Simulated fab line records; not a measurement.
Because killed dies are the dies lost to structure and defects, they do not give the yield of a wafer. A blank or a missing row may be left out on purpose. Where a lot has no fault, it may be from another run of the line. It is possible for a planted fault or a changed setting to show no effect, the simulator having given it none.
The tool behind it: which one? + flow gf180mcu + 72 wafers from 24 lots sampled at 5 of the route's 602 steps

## WHAT THE GAUGES READ, wafer by wafer
GF_MVPSD_TW_MEAS_11.
| lot  | measured     | on           | MVPSD_TW    |
|------|--------------|--------------|-------------|
| L074 | day 5 00:58  | filmMetro-03 | 561 559 560 |
| L075 | day 5 09:01  | filmMetro-04 | 559 559 559 |
| L076 | day 5 12:08  | filmMetro-03 | 562 561 559 |
| L077 | day 5 18:15  | filmMetro-03 | 559 562 560 |
| L078 | day 5 23:46  | filmMetro-04 | 560 560 561 |
| L079 | day 6 07:00  | filmMetro-04 | 560 563 558 |
| L080 | day 6 13:02  | filmMetro-03 | 558 555 557 |
| L081 | day 6 19:23  | filmMetro-04 | 566 566 564 |
| L082 | day 7 00:49  | filmMetro-04 | 563 561 567 |
| L083 | day 7 07:08  | filmMetro-04 | 564 561 564 |
| L084 | day 7 13:03  | filmMetro-04 | 566 563 563 |
| L085 | day 7 16:54  | filmMetro-02 | 555 554 556 |
| L086 | day 8 01:02  | filmMetro-03 | 556 559 562 |
| L087 | day 8 05:11  | filmMetro-02 | 550 555 553 |
| L088 | day 8 14:35  | filmMetro-03 | 562 560 559 |
| L089 | day 8 18:37  | filmMetro-02 | 552 554 549 |
| L090 | day 9 01:13  | filmMetro-03 | 557 561 559 |
| L091 | day 9 05:44  | filmMetro-03 | 558 562 558 |
| L092 | day 9 12:43  | filmMetro-04 | 560 559 564 |
| L093 | day 9 16:52  | filmMetro-04 | 561 562 562 |
| L094 | day 10 00:38 | filmMetro-02 | 556 557 555 |
| L095 | day 10 06:02 | filmMetro-02 | 555 554 555 |
| L096 | day 10 11:08 | filmMetro-03 | 555 555 554 |
| L097 | day 10 16:55 | filmMetro-02 | 556 556 556 |

GF_V2_THK_MEAS_01.
| lot  | measured     | on           | V2_CVD_00_THK (nm) |
|------|--------------|--------------|--------------------|
| L074 | day 19 05:28 | filmMetro-03 | 603 605 606        |
| L075 | day 19 21:54 | filmMetro-03 | 603 596 593        |
| L076 | day 20 01:04 | filmMetro-04 | 609 597 607        |
| L077 | day 20 08:48 | filmMetro-04 | 599 609 607        |
| L078 | day 20 18:16 | filmMetro-02 | 603 602 603        |
| L079 | day 21 08:26 | filmMetro-03 | 597 592 596        |
| L080 | day 21 16:31 | filmMetro-02 | 597 598 607        |
| L081 | day 22 02:16 | filmMetro-04 | 601 600 598        |
| L082 | day 22 10:03 | filmMetro-03 | 592 601 604        |
| L083 | day 22 16:21 | filmMetro-03 | 599 600 603        |
| L084 | day 23 07:57 | filmMetro-03 | 602 602 605        |
| L085 | day 23 10:58 | filmMetro-02 | 593 597 593        |
| L086 | day 23 22:29 | filmMetro-02 | 597 605 601        |
| L087 | day 24 00:17 | filmMetro-03 | 599 601 599        |
| L088 | day 24 14:49 | filmMetro-02 | 601 597 602        |
| L089 | day 24 19:23 | filmMetro-04 | 605 592 602        |
| L090 | day 25 03:31 | filmMetro-03 | 604 605 611        |
| L091 | day 25 08:47 | filmMetro-02 | 600 600 600        |
| L092 | day 25 19:05 | filmMetro-03 | 607 609 604        |
| L093 | day 26 00:44 | filmMetro-02 | 598 596 594        |
| L094 | day 26 08:02 | filmMetro-03 | 605 597 599        |
| L095 | day 26 13:01 | filmMetro-04 | 601 602 605        |
| L096 | day 26 20:50 | filmMetro-04 | 604 605 602        |
| L097 | day 27 02:00 | filmMetro-02 | 602 597 598        |

GF_V4_RS_MEAS_24: a four-point-probe measurement.
| lot  | measured     | on           | V4_W_RS (ohm/sq)     |
|------|--------------|--------------|----------------------|
| L074 | day 24 12:59 | filmMetro-02 | 0.3251 0.3249 0.3266 |
| L075 | day 25 02:44 | filmMetro-02 | 0.3278 0.3210 0.3237 |
| L076 | day 25 06:40 | filmMetro-04 | 0.3251 0.3219 0.3230 |
| L077 | day 25 13:11 | filmMetro-03 | 0.3287 0.3283 0.3281 |
| L078 | day 25 19:41 | filmMetro-03 | 0.3272 0.3260 0.3257 |
| L079 | day 26 09:28 | filmMetro-04 | 0.3240 0.3237 0.3217 |
| L080 | day 26 15:44 | filmMetro-04 | 0.3261 0.3287 0.3222 |
| L081 | day 27 01:47 | filmMetro-04 | 0.3304 0.3223 0.3268 |
| L082 | day 27 07:36 | filmMetro-04 | 0.3320 0.3272 0.3263 |
| L083 | day 27 14:03 | filmMetro-04 | 0.3240 0.3303 0.3280 |
| L084 | day 28 02:44 | filmMetro-03 | 0.3279 0.3327 0.3268 |
| L085 | day 28 04:31 | filmMetro-04 | 0.3288 0.3251 0.3295 |
| L086 | day 28 14:31 | filmMetro-03 | 0.3287 0.3259 0.3215 |
| L087 | day 28 16:14 | filmMetro-03 | 0.3339 0.3331 0.3339 |
| L088 | day 29 05:32 | filmMetro-02 | 0.3290 0.3340 0.3301 |
| L089 | day 29 10:10 | filmMetro-03 | 0.3291 0.3313 0.3299 |
| L090 | day 29 15:34 | filmMetro-04 | 0.3335 0.3248 0.3275 |
| L091 | day 29 21:23 | filmMetro-04 | 0.3273 0.3260 0.3287 |
| L092 | day 30 06:34 | filmMetro-03 | 0.3262 0.3277 0.3270 |
| L093 | day 30 10:56 | filmMetro-02 | 0.3264 0.3278 0.3272 |
| L094 | day 30 16:47 | filmMetro-03 | 0.3279 0.3278 0.3282 |
| L095 | day 30 22:14 | filmMetro-04 | 0.3280 0.3324 0.3323 |
| L096 | day 31 02:59 | filmMetro-02 | 0.3290 0.3334 0.3300 |
| L097 | day 31 09:11 | filmMetro-04 | 0.3298 0.3306 0.3235 |

## TOOL THAT RAN EACH LOT (tool first, then ch and the chambers of the sampled wafers, then the start)
| lot  | GF_M2_SPUTTER_02            | GF_M3_SPUTTER_04            |
|------|-----------------------------|-----------------------------|
| L074 | pvdSputter-04, day 18 04:44 | pvdSputter-02, day 20 08:47 |
| L075 | pvdSputter-01, day 18 20:28 | pvdSputter-02, day 21 00:38 |
| L076 | pvdSputter-01, day 18 23:43 | pvdSputter-01, day 21 04:00 |
| L077 | pvdSputter-01, day 19 07:45 | pvdSputter-02, day 21 11:51 |
| L078 | pvdSputter-02, day 19 16:25 | pvdSputter-02, day 21 20:32 |
| L079 | pvdSputter-02, day 20 07:08 | pvdSputter-02, day 22 10:47 |
| L080 | pvdSputter-01, day 20 15:29 | pvdSputter-03, day 22 18:05 |
| L081 | pvdSputter-02, day 21 01:05 | pvdSputter-01, day 23 04:02 |
| L082 | pvdSputter-01, day 21 09:17 | pvdSputter-01, day 23 12:25 |
| L083 | pvdSputter-01, day 21 15:48 | pvdSputter-01, day 23 19:59 |
| L084 | pvdSputter-02, day 22 07:56 | pvdSputter-01, day 24 09:15 |
| L085 | pvdSputter-01, day 22 10:26 | pvdSputter-01, day 24 11:27 |
| L086 | pvdSputter-02, day 22 22:48 | pvdSputter-02, day 24 23:02 |
| L087 | pvdSputter-02, day 23 00:46 | pvdSputter-01, day 25 00:29 |
| L088 | pvdSputter-01, day 23 14:49 | pvdSputter-01, day 25 14:44 |
| L089 | pvdSputter-01, day 23 20:47 | pvdSputter-01, day 25 19:32 |
| L090 | pvdSputter-02, day 24 04:37 | pvdSputter-02, day 26 03:13 |
| L091 | pvdSputter-02, day 24 09:49 | pvdSputter-01, day 26 08:16 |
| L092 | pvdSputter-02, day 24 20:49 | pvdSputter-02, day 26 18:21 |
| L093 | pvdSputter-02, day 25 02:14 | pvdSputter-01, day 26 23:34 |
| L094 | pvdSputter-02, day 25 10:05 | pvdSputter-02, day 27 06:56 |
| L095 | pvdSputter-02, day 25 15:15 | pvdSputter-03, day 27 12:16 |
| L096 | pvdSputter-04, day 25 22:57 | pvdSputter-03, day 27 18:44 |
| L097 | pvdSputter-04, day 26 04:04 | pvdSputter-01, day 28 00:11 |
- GF_M2_SPUTTER_02: material AlCu, target thk 450 nm, time 23.9 s.
- GF_M3_SPUTTER_04: material TiN, target thk 50 nm, time 41.7 s.

## WHAT THE TOOLS THEMSELVES READ (means of the sampled wafers that have a number; where no wafer has one, the mark that the record gives instead)
GF_M2_SPUTTER_02.
| lot  | tool          | throttleValvePct (%) |
|------|---------------|----------------------|
| L074 | pvdSputter-04 | 29.7                 |
| L075 | pvdSputter-01 | 28.5                 |
| L076 | pvdSputter-01 | 29.0                 |
| L077 | pvdSputter-01 | 29.1                 |
| L078 | pvdSputter-02 | 29.8                 |
| L079 | pvdSputter-02 | 29.2                 |
| L080 | pvdSputter-01 | 29.2                 |
| L081 | pvdSputter-02 | 29.9                 |
| L082 | pvdSputter-01 | 28.8                 |
| L083 | pvdSputter-01 | 29.1                 |
| L084 | pvdSputter-02 | 29.2                 |
| L085 | pvdSputter-01 | 28.5                 |
| L086 | pvdSputter-02 | 29.3                 |
| L087 | pvdSputter-02 | 29.3                 |
| L088 | pvdSputter-01 | 29.0                 |
| L089 | pvdSputter-01 | 28.2                 |
| L090 | pvdSputter-02 | 29.9                 |
| L091 | pvdSputter-02 | 29.2                 |
| L092 | pvdSputter-02 | 29.9                 |
| L093 | pvdSputter-02 | 29.9                 |
| L094 | pvdSputter-02 | 29.8                 |
| L095 | pvdSputter-02 | 29.7                 |
| L096 | pvdSputter-04 | 30.2                 |
| L097 | pvdSputter-04 | 29.8                 |

GF_M3_SPUTTER_04.
| lot  | tool          | throttleValvePct (%) |
|------|---------------|----------------------|
| L074 | pvdSputter-02 | 29.3                 |
| L075 | pvdSputter-02 | 30.0                 |
| L076 | pvdSputter-01 | 29.0                 |
| L077 | pvdSputter-02 | 29.2                 |
| L078 | pvdSputter-02 | 28.8                 |
| L079 | pvdSputter-02 | 29.2                 |
| L080 | pvdSputter-03 | 30.1                 |
| L081 | pvdSputter-01 | 28.8                 |
| L082 | pvdSputter-01 | 29.1                 |
| L083 | pvdSputter-01 | 28.5                 |
| L084 | pvdSputter-01 | 28.6                 |
| L085 | pvdSputter-01 | 28.9                 |
| L086 | pvdSputter-02 | 29.8                 |
| L087 | pvdSputter-01 | 28.6                 |
| L088 | pvdSputter-01 | 29.2                 |
| L089 | pvdSputter-01 | 28.1                 |
| L090 | pvdSputter-02 | 29.3                 |
| L091 | pvdSputter-01 | 28.9                 |
| L092 | pvdSputter-02 | 28.6                 |
| L093 | pvdSputter-01 | 28.6                 |
| L094 | pvdSputter-02 | 29.8                 |
| L095 | pvdSputter-03 | 30.8                 |
| L096 | pvdSputter-03 | 30.9                 |
| L097 | pvdSputter-01 | 28.5                 |

## THE ANSWER, worked out from the rows above alone
Rule: what is usual is taken from the lots themselves. Put in order of their means at a reading, lots are off if they are a third of the lots or fewer, leave a main group of 4 or more, and stand apart from it by a gap of 3 or more times the standard deviation of the main group's means; of several such gaps the widest counts. A main group is skipped when, at the precision printed for the reading in the tables above, its means are all equal. A lot without any number at a reading at which 4 lots or more have one is off too. Any other lot the step has rows for is counted as sound. First the gauges in route order, then the tools' own readings, where a lot's mean is used as printed above. At the first step where some lot is off, the reading lying furthest off is the one used; lots without a number count as furthest.
None of the lots is off at any reading shown; this tells nothing.

## WHAT THE SIMULATOR HAD PUT IN
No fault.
